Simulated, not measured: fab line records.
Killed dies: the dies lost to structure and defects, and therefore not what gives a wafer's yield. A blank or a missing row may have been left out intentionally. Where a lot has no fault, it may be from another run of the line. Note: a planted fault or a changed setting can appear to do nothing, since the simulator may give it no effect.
Which tool is to blame? | flow gf180mcu | Sampling: 7 lots, 21 wafers, 2 of 602 route steps

WHAT THE GAUGES SHOWED, per wafer
GF_HV_LDD_CD_MEAS_31: target cd 400 nm.
lot  | measured     | on        | cd_nm (nm)
L212 | day 11 20:10 | cd_sem-01 | 398.6 397.1 397.8
L216 | day 13 04:30 | cd_sem-01 | 397.2 397.1 397.1
L218 | day 13 19:17 | cd_sem-01 | 400.0 400.3 401.3
L223 | day 15 14:15 | cd_sem-02 | 397.1 398.3 399.1
L225 | day 16 03:08 | cd_sem-02 | 399.2 410.6 397.8
L232 | day 18 06:08 | cd_sem-01 | 398.7 397.2 400.2
L234 | day 19 03:01 | cd_sem-02 | 396.8 395.7 395.8

WHICH TOOL RAN EACH LOT (tool, then ch and the chambers of the sampled wafers, then the start)
lot  | GF_HV_LDD_COAT_26
L212 | litho_track-02 ch 0, day 11 10:45
L216 | litho_track-02 ch 0, day 12 18:27
L218 | litho_track-01 ch 0, day 13 08:51
L223 | litho_track-02 ch 0, day 15 04:03
L225 | litho_track-02 ch 0, day 15 16:09
L232 | litho_track-04 ch 0, day 17 18:26
L234 | litho_track-04 ch 0, day 18 14:16
- GF_HV_LDD_COAT_26: resist thk 1000 nm.

THE ANSWER, worked out from the rows above alone
Rule: the usual values come from the lots themselves. Put in order of their means at a reading, lots are off if they are a third of the lots or fewer, leave a main group of 4 or more, and stand apart from it by a gap of 3 or more times the standard deviation of the main group's means; of several such gaps the widest counts. A main group is skipped when, at the precision printed for the reading in the tables above, its means are all equal. Also off: a lot with no number at a reading for which 4 or more lots have one. Where the step has rows for the other lots, those lots are counted as sound.
No lot is off at any reading shown: from this, nothing can be told.

WHAT THE SIMULATOR HAD PUT IN
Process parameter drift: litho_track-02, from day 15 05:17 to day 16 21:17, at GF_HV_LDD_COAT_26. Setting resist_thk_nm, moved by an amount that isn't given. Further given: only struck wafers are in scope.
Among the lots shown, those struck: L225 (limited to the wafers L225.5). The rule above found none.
